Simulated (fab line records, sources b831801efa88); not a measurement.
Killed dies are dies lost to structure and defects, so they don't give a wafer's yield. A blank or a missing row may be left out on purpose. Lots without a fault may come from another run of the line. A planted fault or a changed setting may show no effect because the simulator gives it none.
Which tool did it? | flow sky130 | 11 lots, 33 wafers sampled, at 2 steps of a route of 708

WHAT THE GAUGES READ, wafer by wafer
SKY_LI_CONTACT_RS_MEAS_22: measures by four-point-probe.
lot  | measured     | on            | LI_CONTACT_W_RS (ohm/sq)
L257 | day 30 15:02 | film_metro-02 | 0.290 0.286 0.290
L258 | day 30 17:53 | film_metro-03 | 0.286 0.286 0.283
L261 | day 31 14:07 | film_metro-03 | 0.285 0.285 0.289
L263 | day 32 11:03 | film_metro-02 | 0.287 0.289 0.285
L264 | day 32 16:36 | film_metro-03 | 0.283 0.284 0.282
L266 | day 33 08:42 | film_metro-02 | 0.291 0.292 0.290
L267 | day 33 18:11 | film_metro-01 | 0.288 0.282 0.288
L269 | day 34 14:19 | film_metro-02 | 0.286 0.286 0.287
L275 | day 36 03:58 | film_metro-01 | 0.285 0.288 0.287
L277 | day 36 11:32 | film_metro-02 | 0.405 0.389 0.407
L279 | day 36 23:04 | film_metro-03 | 0.395 0.385 0.398

WHICH TOOL RAN EACH LOT (tool, then ch and the chambers of the sampled wafers, then the start)
lot  | SKY_LI_CONTACT_CVD_21
L257 | cvd_w-02 ch 0,1, day 30 14:53
L258 | cvd_w-02 ch 0,1, day 30 17:46
L261 | cvd_w-02 ch 0,1, day 31 14:00
L263 | cvd_w-01 ch 0,1, day 32 10:56
L264 | cvd_w-01 ch 0, day 32 16:29
L266 | cvd_w-02 ch 0, day 33 08:27
L267 | cvd_w-01 ch 0,1, day 33 18:02
L269 | cvd_w-01 ch 0,1, day 34 14:11
L275 | cvd_w-01 ch 0,1, day 36 03:50
L277 | cvd_w-02 ch 0,1, day 36 11:23
L279 | cvd_w-02 ch 0,1, day 36 22:56
- SKY_LI_CONTACT_CVD_21: deposits W, target thk 400 nm, time 120.56 s.

THE ANSWER, worked out from the rows above alone
Rule: what is usual is taken from the lots themselves. Put in order of their means at a reading, lots are off if they are a third of the lots or fewer, leave a main group of 4 or more, and stand apart from it by a gap of 3 or more times the standard deviation of the main group's means; of several such gaps the widest counts. A main group whose means are all the same, to the digits that the tables above print for the reading, isn't used. A lot without any number at a reading at which 4 lots or more have one is off too. The other lots that the step has rows for count as sound.
Off: L277, L279, at SKY_LI_CONTACT_RS_MEAS_22 (LI_CONTACT_W_RS). The main group: mean 0.287 ohm/sq, standard deviation 0.0021.
A tool fits if, at a process step before that reading, it ran every lot that is off, and no sound lot after the first of them. The gauges at SKY_LI_CONTACT_RS_MEAS_22 are tried like those tools. One fits: cvd_w-02 at SKY_LI_CONTACT_CVD_21. Its last sound lot is L266 (day 33 08:27), its first lot that is off L277 (day 36 11:23): a fault that began between those two fits.

WHAT THE SIMULATOR HAD PUT IN
Process parameter drift: cvd_w-02, from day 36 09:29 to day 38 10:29, at SKY_LI_CONTACT_CVD_21. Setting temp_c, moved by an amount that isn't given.
Lots struck among those shown: L277, L279. The rule above found the same.
